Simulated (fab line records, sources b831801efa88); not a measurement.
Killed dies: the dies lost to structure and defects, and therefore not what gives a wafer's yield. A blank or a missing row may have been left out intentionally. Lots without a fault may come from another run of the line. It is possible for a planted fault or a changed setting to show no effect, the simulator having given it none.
Which tool was responsible? | flow gf180mcu | 15 lots (45 wafers sampled), 1 step of a 602-step route

WHAT THE GAUGES READ, wafer by wafer
GF_V3_THK_MEAS_03. Usual: V3_CVD_02_THK gives 863 nm (standard deviation 10).
lot  | measured     | on           | V3_CVD_02_THK (nm) | flag
L540 | day 21 15:21 | filmMetro-01 | 870 875 869        | 
L539 | day 21 18:39 | filmMetro-01 | 863 866 877        | 
L541 | day 22 03:39 | filmMetro-01 | 862 856 859        | 
L542 | day 22 18:34 | filmMetro-02 | 859 858 880        | 
L544 | day 23 03:21 | filmMetro-02 | 858 850 867        | 
L545 | day 23 13:29 | filmMetro-03 | 863 869 870        | 
L550 | day 25 05:12 | filmMetro-01 | 855 873 875        | 
L551 | day 25 11:17 | filmMetro-01 | 868 872 888        | 
L554 | day 26 14:16 | filmMetro-01 | 860 859 866        | 
L555 | day 26 21:58 | filmMetro-01 | 851 850 841        | 
L556 | day 27 00:51 | filmMetro-03 | 862 853 884        | 
L557 | day 27 10:28 | filmMetro-02 | 849 851 862        | 
L558 | day 27 21:01 | filmMetro-03 | 868 857 872        | 
L561 | day 28 14:47 | filmMetro-03 | 852 862 865        | 
L562 | day 29 00:45 | filmMetro-03 | 867 861 869        | 

WHAT TOOL EACH LOT RAN ON (gives the tool, then ch and the chambers of the sampled wafers, and finally the start)
There is no process step in the record ahead of these readings.

WHAT THE TOOLS THEMSELVES READ (means of the sampled wafers that have a number; where no wafer has one, the mark that the record gives instead)
The record holds no such reading with a usual standard deviation.

THE ANSWER, worked out from the rows above alone
Rule: a lot is off if the mean of its wafers that have a number lies more than 3 standard deviations from the usual mean. A lot without any number at a reading at which 4 lots or more have one is off too. All remaining lots with rows at the step are treated as sound. First the gauges in route order, then the tools' own readings, where a lot's mean is used as printed above. At the first step where some lot is off, the reading lying furthest off is the one used; lots without a number count as furthest.
No lot is off on any of the readings shown, so nothing can be concluded from this.

WHAT THE SIMULATOR PUT IN
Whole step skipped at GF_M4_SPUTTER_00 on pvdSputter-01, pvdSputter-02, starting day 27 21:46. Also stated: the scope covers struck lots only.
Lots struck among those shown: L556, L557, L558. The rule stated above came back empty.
